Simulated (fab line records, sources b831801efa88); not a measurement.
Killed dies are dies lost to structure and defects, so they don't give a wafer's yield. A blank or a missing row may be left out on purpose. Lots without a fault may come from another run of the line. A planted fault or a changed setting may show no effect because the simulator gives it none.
Which tool did it? | flow gf180mcu | 6 lots, 18 wafers sampled, at 3 steps of a route of 602

WHAT THE GAUGES READ, wafer by wafer
GF_DUAL_GATE_THK_MEAS_03.
lot  | measured     | on            | DUAL_GATE_OXIDATION_00_THK (nm)
L659 | day 8 07:31  | film_metro-02 | 10.65 10.69 10.70
L661 | day 8 21:48  | film_metro-02 | 10.73 10.68 10.64
L664 | day 9 14:09  | film_metro-01 | 11.10 11.11 11.04
L666 | day 10 07:13 | film_metro-03 | 17.02 17.16 16.97
L677 | day 13 06:34 | film_metro-02 | 10.71 10.89 11.03
L679 | day 13 20:22 | film_metro-03 | 11.13 11.00 11.11

WHICH TOOL RAN EACH LOT (tool, then ch and the chambers of the sampled wafers, then the start)
lot  | GF_STI_STRIP_15                     | GF_DUAL_GATE_OXIDATION_02
L659 | plasma_asher-01 ch 0,1, day 2 12:14 | furnace-02 ch 0, day 8 06:04
L661 | plasma_asher-04 ch 1, day 2 23:31   | furnace-01 ch 0, day 8 20:22
L664 | plasma_asher-02 ch 0,1, day 3 13:16 | furnace-01 ch 0, day 9 12:43
L666 | plasma_asher-04 ch 0,1, day 4 01:55 | furnace-01 ch 0, day 10 05:46
L677 | plasma_asher-04 ch 0,1, day 6 08:21 | furnace-02 ch 0, day 13 05:05
L679 | plasma_asher-01 ch 0,1, day 6 19:28 | furnace-01 ch 0, day 13 18:55
- GF_STI_STRIP_15: strips in O2/N2.
- GF_DUAL_GATE_OXIDATION_02: stabilise 600 s, purge 300 s, target thk 10.887 nm.

THE ANSWER, worked out from the rows above alone
Rule: what is usual is taken from the lots themselves. Put in order of their means at a reading, lots are off if they are a third of the lots or fewer, leave a main group of 4 or more, and stand apart from it by a gap of 3 or more times the standard deviation of the main group's means; of several such gaps the widest counts. A main group whose means are all the same, to the digits that the tables above print for the reading, isn't used. A lot without any number at a reading at which 4 lots or more have one is off too. The other lots that the step has rows for count as sound.
Off: L666, at GF_DUAL_GATE_THK_MEAS_03 (DUAL_GATE_OXIDATION_00_THK). The main group: mean 10.88 nm, standard deviation 0.18.
A tool fits if, at a process step before that reading, it ran every lot that is off, and no sound lot after the first of them. The gauges at GF_DUAL_GATE_THK_MEAS_03 are tried like those tools. None of those tried fits.

WHAT THE SIMULATOR HAD PUT IN
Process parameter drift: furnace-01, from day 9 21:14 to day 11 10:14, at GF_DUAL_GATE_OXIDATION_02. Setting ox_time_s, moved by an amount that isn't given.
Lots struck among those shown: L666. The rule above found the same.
